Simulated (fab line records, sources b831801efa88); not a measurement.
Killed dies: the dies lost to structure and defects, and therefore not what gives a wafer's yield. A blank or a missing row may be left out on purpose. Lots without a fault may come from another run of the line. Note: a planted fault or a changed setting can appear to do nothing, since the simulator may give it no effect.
fab line records	flow gf180mcu
record: lots: 5	wafers: 15	last_day: 34
route steps=602 shown STI@9 DNWELL@32
lots that met no fault: from a run of the same line without faults
start_h: the number of hours between the record's first day and the start of the first shown wafer of the lot	wait_h: how many hours have passed since the lot's step before this one	" repeats the value in the row above	L1.1+2: a single row standing in for several wafers	- either no value or no given start	* or withheld: withheld	< > ~ a bound
route shown NAME@n: names a module that has steps shown in the file, with the first one's number in the route	usual: the fault-free wafers' mean and standard deviation	same: alike in all rows	chamber/n: place in a boat	sites: per-site readings	_std_site: standard deviation of those values	_edge_site: inner sites' mean taken away from outer sites' mean	radius_mm: for every site, how far away it sits from the centre of the wafer	mask NAME#n: copy n	behind: the last tool/chamber to shape the wafer	hold: reason for holding the lot/hours on hold/outcome of the hold	device: which transistor (n, p or np) failed to switch	end of line: the tests these same wafers got at the end of their route	a step given without rows: its recipe and nothing more	killed: dies lost to structure and defects at the first sort, not the wafer's yield	map: shows each die of a wafer: x if killed, . if not, _ if none is there
set.NAME: the setting as run; set.NAME@STEP: as run at that earlier step	model.NAME: the simulator's own value behind a step, which no gauge read
lots at some steps of the route; a table a step, a row a wafer
services: from which hour (start_h, from the record's first day; less than 0 if before it) a tool's chamber was out of use, for how many hours, and why
== steps ==
step: GF_STI_SOFTBAKE_08
recipe: temp_c: 130	time_s: 60	resist: KrF
lot.wafer	tool	chamber	start_h	wait_h
L075.1+2+4	litho_track-01	0	27.31	0.1
L082.1+5+6	litho_track-02	0	60.40	0.1
L093.1+2+6	litho_track-02	0	115.45	0.1
L095.2+4+6	litho_track-03	0	127.04	0.1
L097.1+2+5	litho_track-02	0	135.05	0.1
step: GF_STI_EXPOSE_09
recipe: mask_id: COMP	target_cd_nm: 220	na: 0.68	source_shape: conventional	sigma_outer: 0.6	dose_mj: 28
usual: reticle_temp_C: 23.00/0.099
lot.wafer	tool	chamber	start_h	wait_h	mask	reticle_temp_C
L075.1	krf_scanner-01	0	-	-	COMP#0	23.11
L075.2	"	0	"	"	COMP#0	22.96
L075.4	"	0	"	"	COMP#0	23.03
L082.1	krf_scanner-02	0	-	-	COMP#0	22.72
L082.5	"	0	"	"	COMP#0	22.87
L082.6	"	0	"	"	COMP#0	22.98
L093.1	krf_scanner-01	0	-	-	COMP#0	22.93
L093.2	"	0	"	"	COMP#0	22.94
L093.6	"	0	"	"	COMP#0	22.84
L095.2	krf_scanner-02	0	-	-	COMP#0	23.04
L095.4	"	0	"	"	COMP#0	23.11
L095.6	"	0	"	"	COMP#0	23.07
L097.1	krf_scanner-01	0	-	-	COMP#0	23.12
L097.2	"	0	"	"	COMP#0	23.04
L097.5	"	0	"	"	COMP#0	22.98
step: GF_STI_PEB_10
recipe: peb_temp_c: 135	peb_time_s: 90	resist: KrF
lot.wafer	tool	chamber	start_h	wait_h
L075.1+2+4	litho_track-01	0	-	-
L082.1+5+6	litho_track-02	0	-	-
L093.1+2+6	litho_track-02	0	-	-
L095.2+4+6	litho_track-03	0	-	-
L097.1+2+5	litho_track-02	0	-	-
step: GF_STI_DEVELOP_11
recipe: develop_time_s: 60	dev_temp_c: 21
usual: developer_temp_C: 21.00/0.11
lot.wafer	tool	chamber	start_h	wait_h	developer_temp_C
L075.1	litho_track-01	0	33.26	0.2	20.90
L075.2	"	0	"	"	20.89
L075.4	"	0	"	"	20.96
L082.1	litho_track-02	0	67.00	0.2	21.00
L082.5	"	0	"	"	20.98
L082.6	"	0	"	"	21.03
L093.1	litho_track-02	0	122.45	0.2	21.21
L093.2	"	0	"	"	20.92
L093.6	"	0	"	"	21.07
L095.2	litho_track-03	0	133.39	0.2	21.02
L095.4	"	0	"	"	21.11
L095.6	"	0	"	"	21.00
L097.1	litho_track-02	0	143.10	0.2	21.11
L097.2	"	0	"	"	21.14
L097.5	"	0	"	"	21.02
step: GF_STI_CD_MEAS_12
recipe: target_cd_nm: 220
usual: cd_nm: 219.9/1.3
lot.wafer	tool	chamber	start_h	wait_h	cd_nm
L075.1	cd_sem-02	-	33.41	0.1	218.4
L075.2	"	-	"	"	219.6
L075.4	"	-	"	"	219.1
L082.1	cd_sem-02	-	67.15	0.1	220.7
L082.5	"	-	"	"	220.8
L082.6	"	-	"	"	221.7
L093.1	cd_sem-02	-	122.60	0.1	221.6
L093.2	"	-	"	"	221.0
L093.6	"	-	"	"	222.5
L095.2	cd_sem-02	-	133.54	0.1	220.4
L095.4	"	-	"	"	220.3
L095.6	"	-	"	"	221.4
L097.1	cd_sem-02	-	143.25	0.1	217.8
L097.2	"	-	"	"	218.5
L097.5	"	-	"	"	217.7
step: GF_STI_ETCH_13
recipe: chemistry: CHF3/O2	stop_on: Si	over_etch_frac: 0.3	target_depth_a: 2823.1	source_w: 600	bias_w: 200	pressure_mtorr: 40	chf3_flow_sccm: 50	O2_flow_sccm: 5	time_s: 112.9
usual: O2_flow_sccm: 5.000/0.016	drypump_motor_current_A: 6.0/0.38	oes_product_au: 0.834/0.0058	rf_fwd_power_W: 596.9/1.9	throttle_valve_pct: 8.811/0.0097
lot.wafer	tool	chamber	start_h	wait_h	O2_flow_sccm	drypump_motor_current_A	oes_product_au	rf_fwd_power_W	rf_hours_counter_h	throttle_valve_pct
L075.1	rie_diel-04	3	33.53	0.1	4.992	6.3	0.826	596.3	155	8.802
L075.2	"	0	"	"	5.004	6.1	0.841	598.7	157	8.819
L075.4	"	1	"	"	5.008	5.6	0.832	594.3	21	8.809
L082.1	rie_diel-03	3	67.27	0.1	5.034	6.5	0.829	598.2	166	8.806
L082.5	"	1	"	"	5.025	5.6	0.842	600.7	-	8.809
L082.6	"	0	"	"	4.985	6.2	0.835	599.6	-	8.815
L093.1	rie_diel-04	0	122.72	0.1	4.997	6.1	0.839	595.4	159	8.800
L093.2	"	3	"	"	5.036	6.3	0.824	597.5	157	8.801
L093.6	"	3	"	"	5.010	6.3	0.839	595.5	-	8.811
L095.2	rie_diel-03	1	133.64	0.1	5.020	5.6	0.825	594.9	105	8.796
L095.4	"	2	"	"	5.012	5.8	0.826	595.9	92	8.803
L095.6	"	3	"	"	4.981	6.4	0.837	594.5	-	8.808
L097.1	rie_diel-01	3	143.37	0.1	4.986	5.1	0.831	595.7	127	8.807
L097.2	"	0	"	"	4.979	5.8	0.836	597.2	151	8.822
L097.5	"	2	"	"	4.991	5.9	0.834	598.5	-	8.804
step: GF_STI_ETCH_14
recipe: target: Si	chemistry: HBr/Cl2/O2	target_depth_nm: 360	icp_w: 600	bias_w: 150	pressure_mtorr: 15	HBr_flow_sccm: 150	Cl2_flow_sccm: 40	O2_flow_sccm: 6	time_s: 102.9
usual: O2_flow_sccm: 6.001/0.018	drypump_motor_current_A: 5.7/0.46	oes_product_au: 1.003/0.01	rf_fwd_power_W: 596.2/2.3	throttle_valve_pct: 25.653/0.012
lot.wafer	tool	chamber	start_h	wait_h	O2_flow_sccm	drypump_motor_current_A	oes_product_au	rf_fwd_power_W	rf_hours_counter_h	throttle_valve_pct
L075.1	rie_si-02	3	33.60	0.0	5.986	6.2	0.983	596.8	25	25.676
L075.2	"	0	"	"	6.000	6.5	1.006	591.6	73	25.650
L075.4	"	2	"	"	6.020	5.5	1.013	595.3	156	25.660
L082.1	rie_si-02	3	67.35	0.0	5.981	6.2	0.995	593.8	25	25.662
L082.5	"	3	"	"	5.978	6.2	0.992	598.5	-	25.673
L082.6	"	0	"	"	6.010	6.5	1.002	591.9	-	25.649
L093.1	rie_si-02	1	122.80	0.0	6.007	5.4	1.002	596.5	106	25.642
L093.2	"	2	"	"	6.041	5.5	0.999	596.7	0	25.658
L093.6	"	0	"	"	6.023	6.4	1.011	594.5	-	25.655
L095.2	rie_si-02	0	133.72	0.0	6.005	6.4	1.016	588.3	74	25.625
L095.4	"	1	"	"	5.992	5.4	1.008	598.1	106	25.661
L095.6	"	3	"	"	5.985	6.2	0.989	593.5	-	25.652
L097.1	rie_si-02	0	143.45	0.0	6.026	6.4	1.003	595.3	74	25.655
L097.2	"	3	"	"	5.965	6.2	0.991	593.9	26	25.666
L097.5	"	2	"	"	6.001	5.5	0.999	595.7	-	25.665
step: GF_STI_STRIP_15
recipe: chemistry: O2/N2	power_w: 1400	pressure_mtorr: 1500	platen_temp_c: 250	o2_flow_sccm: 3000	n2_flow_sccm: 300	overash_fraction: 0.5
usual: drypump_motor_current_A: 5.8/0.42	heater_power_w: 317/30	oes_product_au: 0.383/0.0047	strip_time_to_endpoint_s: 3.72/0.047
lot.wafer	tool	chamber	start_h	wait_h	drypump_motor_current_A	heater_power_w	oes_product_au	rf_hours_counter_h	strip_time_to_endpoint_s
L075.1	plasma_asher-01	0	33.68	0.0	5.5	320	0.384	37	3.75
L075.2	"	1	"	"	6.2	312	0.382	37	3.68
L075.4	"	1	"	"	6.2	304	0.386	-	3.69
L082.1	plasma_asher-03	0	67.42	0.0	6.1	375	0.383	25	3.77
L082.5	"	1	"	"	6.1	301	0.379	-	3.65
L082.6	"	0	"	"	6.1	364	0.392	-	3.74
L093.1	plasma_asher-02	0	122.87	0.0	4.9	314	0.386	0	3.77
L093.2	"	1	"	"	5.7	259	0.388	0	3.75
L093.6	"	0	"	"	4.9	305	0.380	-	3.66
L095.2	plasma_asher-03	0	133.79	0.0	6.1	363	0.371	32	3.58
L095.4	"	0	"	"	6.1	360	0.389	-	3.76
L095.6	"	1	"	"	6.2	294	0.389	-	3.79
L097.1	plasma_asher-02	0	143.52	0.0	4.8	311	0.380	2	3.69
L097.2	"	1	"	"	5.7	255	0.382	2	3.79
L097.5	"	0	"	"	4.9	316	0.378	-	3.69
step: GF_STI_CLEAN_16
recipe: chemistry: dHF	time_s: 25	dilution: 100:1
lot.wafer	tool	chamber	start_h	wait_h
L075.1+2+4	wet_bench-01	2	33.78	0.1
L082.1+5+6	wet_bench-04	1	67.52	0.1
L093.1+2+6	wet_bench-02	3	122.97	0.1
L095.2+4+6	wet_bench-01	2	133.89	0.1
L097.1+2+5	wet_bench-02	0	143.62	0.1
step: GF_STI_WET_ETCH_17
recipe: chemistry: H3PO4	target_depth_nm: 45	temp_c: 160	target: Si3N4	time_s: 514
usual: bath_heat_duty_pct: 27/3.4
lot.wafer	tool	chamber	start_h	wait_h	bath_heat_duty_pct
L075.1	wet_bench-02	3	33.79	0.0	26
L075.2	"	3	"	"	24
L075.4	"	3	"	"	25
L082.1	wet_bench-02	1	67.54	0.0	23
L082.5	"	1	"	"	25
L082.6	"	1	"	"	23
L093.1	wet_bench-01	0	122.99	0.0	35
L093.2	"	0	"	"	34
L093.6	"	0	"	"	32
L095.2	wet_bench-02	3	133.91	0.0	23
L095.4	"	3	"	"	23
L095.6	"	3	"	"	22
L097.1	wet_bench-01	2	143.64	0.0	23
L097.2	"	2	"	"	23
L097.5	"	2	"	"	22
step: GF_STI_CLEAN_18
recipe: chemistry: SC1/SC2	mix: 1:4:20	temp_c: 70	time_s: 150
usual: bath_heat_duty_pct: 13.4/1.5
lot.wafer	tool	chamber	start_h	wait_h	bath_heat_duty_pct
L075.1	wet_bench-04	1	33.94	0.0	13.6
L075.2	"	1	"	"	12.4
L075.4	"	1	"	"	12.5
L082.1	wet_bench-01	1	67.70	0.0	13.2
L082.5	"	1	"	"	12.6
L082.6	"	1	"	"	13.5
L093.1	wet_bench-02	3	123.14	0.0	12.1
L093.2	"	3	"	"	13.0
L093.6	"	3	"	"	11.4
L095.2	wet_bench-04	3	134.06	0.0	13.8
L095.4	"	3	"	"	13.7
L095.6	"	3	"	"	15.5
L097.1	wet_bench-04	2	143.79	0.0	13.5
L097.2	"	2	"	"	13.3
L097.5	"	2	"	"	15.1
step: GF_STI_CLEAN_19
recipe: chemistry: dHF	time_s: 20	dilution: 100:1
lot.wafer	tool	chamber	start_h	wait_h
L075.1+2+4	wet_bench-01	1	34.00	0.0
L082.1+5+6	wet_bench-04	3	67.81	0.0
L093.1+2+6	wet_bench-04	3	123.19	0.0
L095.2+4+6	wet_bench-01	3	134.11	0.0
L097.1+2+5	wet_bench-01	0	143.84	0.0
step: GF_STI_WET_ETCH_20
recipe: chemistry: dHF	dilution: 100:1	target_depth_nm: 20	temp_c: 25	dry: ipa_marangoni	target: SiO2	time_s: 400
usual: bath_heat_duty_pct: 6.1/0.76
lot.wafer	tool	chamber	start_h	wait_h	bath_heat_duty_pct
L075.1	wet_bench-02	1	34.01	0.0	4.8
L075.2	"	1	"	"	4.7
L075.4	"	1	"	"	6.1
L082.1	wet_bench-02	0	67.83	0.0	6.7
L082.5	"	0	"	"	6.5
L082.6	"	0	"	"	6.6
L093.1	wet_bench-02	0	123.21	0.0	6.2
L093.2	"	0	"	"	5.4
L093.6	"	0	"	"	6.1
L095.2	wet_bench-02	1	134.13	0.0	5.9
L095.4	"	1	"	"	5.2
L095.6	"	1	"	"	5.0
L097.1	wet_bench-04	1	143.85	0.0	6.3
L097.2	"	1	"	"	6.8
L097.5	"	1	"	"	5.4
step: GF_STI_OXIDATION_21
recipe: temp_c: 1000	ambient: O2	stabilise_s: 600	purge_s: 300	target_thk_a: 150	ox_time_s: 458
usual: ox_temp_c_max: 1005.5/1.1	spike_tc_upper_C: 1000.3/1.2
lot.wafer	tool	chamber	start_h	wait_h	ox_temp_c_max	spike_tc_upper_C
L075.1	furnace-02	0	34.13	0.0	1007.5	1002.5
L075.2	"	0	"	"	1004.9	1000.1
L075.4	"	0	"	"	1005.8	999.7
L082.1	furnace-01	0	70.83	2.9	1005.5	1001.6
L082.5	"	0	"	"	1004.4	1001.1
L082.6	"	0	"	"	1005.4	1001.4
L093.1	furnace-01	0	123.34	0.0	1004.8	1002.7
L093.2	"	0	"	"	1004.6	999.7
L093.6	"	0	"	"	1005.2	1000.6
L095.2	furnace-02	0	134.52	0.3	1007.1	999.2
L095.4	"	0	"	"	1003.8	1000.5
L095.6	"	0	"	"	1005.8	1002.2
L097.1	furnace-02	0	145.17	1.2	1006.9	1001.0
L097.2	"	0	"	"	1008.2	998.0
L097.5	"	0	"	"	1006.4	999.7
step: GF_STI_THK_MEAS_22
recipe: reads: SiO2_of_STI_OXIDATION_21
usual: STI_OXIDATION_01_THK: 14.89/0.28
lot.wafer	tool	chamber	start_h	wait_h	STI_OXIDATION_01_THK[nm]
L075.1	film_metro-01	-	35.26	0.0	14.65
L075.2	"	-	"	"	14.61
L075.4	"	-	"	"	14.66
L082.1	film_metro-03	-	71.96	0.0	14.83
L082.5	"	-	"	"	15.09
L082.6	"	-	"	"	14.97
L093.1	film_metro-04	-	124.47	0.0	15.31
L093.2	"	-	"	"	15.43
L093.6	"	-	"	"	15.30
L095.2	film_metro-04	-	135.65	0.0	14.76
L095.4	"	-	"	"	14.70
L095.6	"	-	"	"	14.43
L097.1	film_metro-01	-	146.30	0.0	15.14
L097.2	"	-	"	"	15.01
L097.5	"	-	"	"	14.83
step: GF_STI_CVD_23
recipe: material: SiO2	target_thk_nm: 650	sigma_open_frac: 0.3	time_s: 108.3	temp_c: 600	sih4_flow_sccm: 60	pressure_mtorr: 6
lot.wafer	tool	chamber	start_h	wait_h
L075.1+2+4	hdpcvd-01	2,0,2	35.32	0.1
L082.1+5+6	hdpcvd-02	2,1,2	72.02	0.1
L093.1+2+6	hdpcvd-02	0,1,0	124.53	0.1
L095.2+4+6	hdpcvd-01	0,1,0	135.70	0.0
L097.1+2+5	hdpcvd-01	0,1,2	146.36	0.1
step: GF_STI_THK_MEAS_24
recipe: reads: SiO2_of_STI_CVD_23
usual: STI_CVD_23_THK: 649/7.7
lot.wafer	tool	chamber	start_h	wait_h	STI_CVD_23_THK[nm]
L075.1	film_metro-04	-	35.40	0.0	640
L075.2	"	-	"	"	646
L075.4	"	-	"	"	646
L082.1	film_metro-01	-	72.09	0.0	646
L082.5	"	-	"	"	648
L082.6	"	-	"	"	656
L093.1	film_metro-01	-	124.60	0.0	640
L093.2	"	-	"	"	646
L093.6	"	-	"	"	638
L095.2	film_metro-01	-	135.79	0.0	663
L095.4	"	-	"	"	667
L095.6	"	-	"	"	670
L097.1	film_metro-01	-	146.43	0.0	659
L097.2	"	-	"	"	653
L097.5	"	-	"	"	646
step: GF_STI_CMP_25
recipe: stop_on: Si3N4	t_overpolish_s: 33	down_force_psi: 4	platen_rpm: 60	target_thk_nm: 524.6	pad_velocity_m_s: 0.94248
usual: motor_current_A: 12.0/1.2	overpolish_run_s: 32.999/0.0091	platen_rpm: 60.00/0.038	time_to_endpoint_s: 120/4.4
lot.wafer	tool	chamber	start_h	wait_h	motor_current_A	overpolish_run_s	platen_rpm	time_to_endpoint_s
L075.2	cmp-01	0	35.46	0.0	13.4	32.990	60.00	118
L075.1	"	1	"	"	9.6	32.993	60.03	124
L075.4	"	3	"	"	13.3	33.000	60.04	117
L082.1	cmp-02	1	72.20	0.1	12.0	33.015	60.03	119
L082.5	"	0	"	"	11.2	32.994	59.99	118
L082.6	"	1	"	"	12.5	32.996	59.99	115
L093.2	cmp-01	2	124.66	0.0	11.9	32.983	60.04	114
L093.1	"	1	"	"	9.5	33.002	60.01	123
L093.6	"	2	"	"	11.7	32.991	59.99	112
L095.2	cmp-02	2	135.94	0.1	12.6	33.009	59.99	124
L095.4	"	3	"	"	10.9	32.995	60.04	125
L095.6	"	1	"	"	12.4	32.993	59.95	124
L097.1	cmp-02	3	146.59	0.1	10.7	32.998	59.95	131
L097.2	"	0	"	"	12.2	33.001	60.00	120
L097.5	"	1	"	"	12.0	32.988	59.89	123
step: GF_STI_WET_ETCH_26
recipe: chemistry: dHF	target_depth_nm: 94	target: SiO2	temp_c: 25	dilution: 10:1	time_s: 188
usual: bath_heat_duty_pct: 6.0/0.7
lot.wafer	tool	chamber	start_h	wait_h	bath_heat_duty_pct
L075.1	wet_bench-02	2	35.76	0.2	5.7
L075.2	"	2	"	"	5.2
L075.4	"	2	"	"	5.2
L082.1	wet_bench-04	3	72.45	0.2	7.0
L082.5	"	3	"	"	5.8
L082.6	"	3	"	"	6.9
L093.1	wet_bench-02	2	124.96	0.1	6.7
L093.2	"	2	"	"	5.3
L093.6	"	2	"	"	6.4
L095.2	wet_bench-01	1	136.14	0.1	6.1
L095.4	"	1	"	"	4.4
L095.6	"	1	"	"	6.4
L097.1	wet_bench-04	1	146.79	0.1	6.0
L097.2	"	1	"	"	6.5
L097.5	"	1	"	"	6.9
step: GF_STI_WET_ETCH_27
recipe: chemistry: H3PO4	target_depth_nm: 160	target: Si3N4	temp_c: 160	time_s: 1825
usual: bath_heat_duty_pct: 27/3.1
lot.wafer	tool	chamber	start_h	wait_h	bath_heat_duty_pct
L075.1	wet_bench-01	1	35.82	0.0	22
L075.2	"	1	"	"	24
L075.4	"	1	"	"	25
L082.1	wet_bench-01	3	72.51	0.0	29
L082.5	"	3	"	"	30
L082.6	"	3	"	"	30
L093.1	wet_bench-01	3	125.03	0.0	33
L093.2	"	3	"	"	30
L093.6	"	3	"	"	29
L095.2	wet_bench-04	0	136.20	0.0	28
L095.4	"	0	"	"	26
L095.6	"	0	"	"	28
L097.1	wet_bench-02	3	146.85	0.0	22
L097.2	"	3	"	"	22
L097.5	"	3	"	"	22
step: GF_STI_WET_ETCH_28
recipe: chemistry: dHF	target_depth_nm: 20	dry: ipa_marangoni	target: SiO2	temp_c: 25	dilution: 10:1	time_s: 40
usual: bath_heat_duty_pct: 6.1/0.82
lot.wafer	tool	chamber	start_h	wait_h	bath_heat_duty_pct
L075.1	wet_bench-02	3	36.33	0.0	6.1
L075.2	"	3	"	"	5.6
L075.4	"	3	"	"	5.9
L082.1	wet_bench-02	1	73.08	0.0	5.8
L082.5	"	1	"	"	5.8
L082.6	"	1	"	"	5.3
L093.1	wet_bench-02	3	125.54	0.0	5.5
L093.2	"	3	"	"	5.4
L093.6	"	3	"	"	5.7
L095.2	wet_bench-02	2	136.72	0.0	5.5
L095.4	"	2	"	"	5.4
L095.6	"	2	"	"	6.0
L097.1	wet_bench-01	3	147.42	0.0	7.2
L097.2	"	3	"	"	7.1
L097.5	"	3	"	"	8.0
step: GF_STI_OXIDATION_29
recipe: temp_c: 900	ambient: O2	stabilise_s: 600	purge_s: 300	target_thk_a: 100	ox_time_s: 1418
usual: ox_temp_c_max: 904.7/1	spike_tc_upper_C: 900.4/1.2
lot.wafer	tool	chamber	start_h	wait_h	ox_temp_c_max	spike_tc_upper_C
L075.1	furnace-01	0	37.96	1.6	905.7	900.4
L075.2	"	0	"	"	905.1	900.3
L075.4	"	0	"	"	904.1	900.7
L082.1	furnace-02	0	73.15	0.1	904.2	900.1
L082.5	"	0	"	"	904.1	899.4
L082.6	"	0	"	"	905.7	900.5
L093.1	furnace-01	0	125.57	0.0	905.1	900.7
L093.2	"	0	"	"	905.7	903.2
L093.6	"	0	"	"	903.8	901.1
L095.2	furnace-02	0	137.04	0.3	905.3	898.9
L095.4	"	0	"	"	904.9	898.5
L095.6	"	0	"	"	904.2	899.4
L097.1	furnace-01	0	150.07	2.6	905.4	900.0
L097.2	"	0	"	"	906.1	901.3
L097.5	"	0	"	"	904.9	899.9
step: GF_STI_THK_MEAS_30
recipe: reads: SiO2_of_STI_OXIDATION_29
usual: STI_OXIDATION_02_THK: 9.97/0.2
lot.wafer	tool	chamber	start_h	wait_h	STI_OXIDATION_02_THK[nm]
L075.1	film_metro-03	-	39.35	0.0	9.82
L075.2	"	-	"	"	9.93
L075.4	"	-	"	"	10.01
L082.1	film_metro-04	-	74.54	0.0	9.85
L082.5	"	-	"	"	9.91
L082.6	"	-	"	"	9.77
L093.1	film_metro-01	-	126.96	0.0	10.16
L093.2	"	-	"	"	10.09
L093.6	"	-	"	"	10.01
L095.2	film_metro-04	-	138.44	0.0	9.76
L095.4	"	-	"	"	9.87
L095.6	"	-	"	"	9.87
L097.1	film_metro-04	-	151.46	0.0	10.15
L097.2	"	-	"	"	10.05
L097.5	"	-	"	"	10.09
step: GF_DNWELL_DEHYDRATE_00
recipe: temp_c: 200	time_s: 60
lot.wafer	tool	chamber	start_h	wait_h
L075.1+2+4	litho_track-02	0	43.95	4.6
L082.1+5+6	litho_track-04	0	80.90	6.3
L093.1+2+6	litho_track-02	0	133.00	6.0
L095.2+4+6	litho_track-04	0	145.67	7.2
L097.1+2+5	litho_track-02	0	158.95	7.5
step: GF_DNWELL_HMDS_01
recipe: prime_time_s: 60	prime_temp_c: 120
lot.wafer	tool	chamber	start_h	wait_h
L075.1+2+4	litho_track-02	0	44.10	0.1
L082.1+5+6	litho_track-04	0	81.05	0.1
L093.1+2+6	litho_track-02	0	133.15	0.1
L095.2+4+6	litho_track-04	0	145.82	0.1
L097.1+2+5	litho_track-02	0	159.10	0.1
step: GF_DNWELL_COAT_02
recipe: spin_rpm: 2000	resist_thk_nm: 3000
lot.wafer	tool	chamber	start_h	wait_h
L075.1+2+4	litho_track-02	0	44.25	0.1
L082.1+5+6	litho_track-04	0	81.20	0.1
L093.1+2+6	litho_track-02	0	133.30	0.1
L095.2+4+6	litho_track-04	0	145.97	0.1
L097.1+2+5	litho_track-02	0	159.25	0.1
step: GF_DNWELL_SOFTBAKE_03
recipe: temp_c: 110	time_s: withheld
lot.wafer	tool	chamber	start_h	wait_h
L075.1+2+4	litho_track-02	0	44.40	0.1
L082.1+5+6	litho_track-04	0	81.35	0.1
L093.1+2+6	litho_track-02	0	133.45	0.1
L095.2+4+6	litho_track-04	0	146.13	0.1
L097.1+2+5	litho_track-02	0	159.40	0.1
step: GF_DNWELL_EXPOSE_04
recipe: mask_id: DNWELL	target_cd_nm: 1700	na: 0.6	source_shape: conventional	sigma_outer: 0.6	dose_mj: 260
usual: reticle_temp_C: 23.02/0.11
lot.wafer	tool	chamber	start_h	wait_h	mask	reticle_temp_C
L075.1	iline_stepper-01	0	-	-	DNWELL#0	22.96
L075.2	"	0	"	"	DNWELL#0	23.23
L075.4	"	0	"	"	DNWELL#0	23.14
L082.1	iline_stepper-02	0	-	-	DNWELL#0	22.94
L082.5	"	0	"	"	DNWELL#0	22.96
L082.6	"	0	"	"	DNWELL#0	22.93
L093.1	iline_stepper-02	0	-	-	DNWELL#0	22.96
L093.2	"	0	"	"	DNWELL#0	23.00
L093.6	"	0	"	"	DNWELL#0	22.95
L095.2	iline_stepper-01	0	-	-	DNWELL#0	23.13
L095.4	"	0	"	"	DNWELL#0	23.03
L095.6	"	0	"	"	DNWELL#0	23.08
L097.1	iline_stepper-02	0	-	-	DNWELL#0	22.87
L097.2	"	0	"	"	DNWELL#0	22.95
L097.5	"	0	"	"	DNWELL#0	22.94
== services ==
tool	chamber	start_h	hours	kind
furnace-02	-	4.26	4.3	pm
furnace-01	-	6.25	2.9	pm
rie_diel-03	-	8.71	15.6	pm
cmp-01	-	9.33	1.0	repair
krf_scanner-01	-	18.71	0.3	repair
cmp-02	-	19.72	1.4	repair
cmp-02	-	22.72	2.0	repair
furnace-02	-	26.08	4.2	pm
furnace-02	-	37.04	3.9	pm
krf_scanner-01	-	37.56	1.3	pm
cmp-02	-	47.48	5.2	pm
krf_scanner-01	-	49.39	0.8	pm
iline_stepper-02	-	51.04	10.5	repair
rie_si-02	2	65.02	12.3	repair
furnace-01	-	81.51	1.7	pm
rie_si-02	-	85.52	0.5	repair
krf_scanner-01	-	90.35	1.0	pm
wet_bench-02	-	95.38	6.9	repair
krf_scanner-01	-	107.71	0.3	repair
rie_si-02	3	115.44	1.9	repair
furnace-01	-	137.22	3.1	pm
furnace-02	-	146.30	4.3	pm
iline_stepper-02	-	150.82	4.4	pm
rie_si-02	3	159.77	13.7	repair
== key ==
fault none
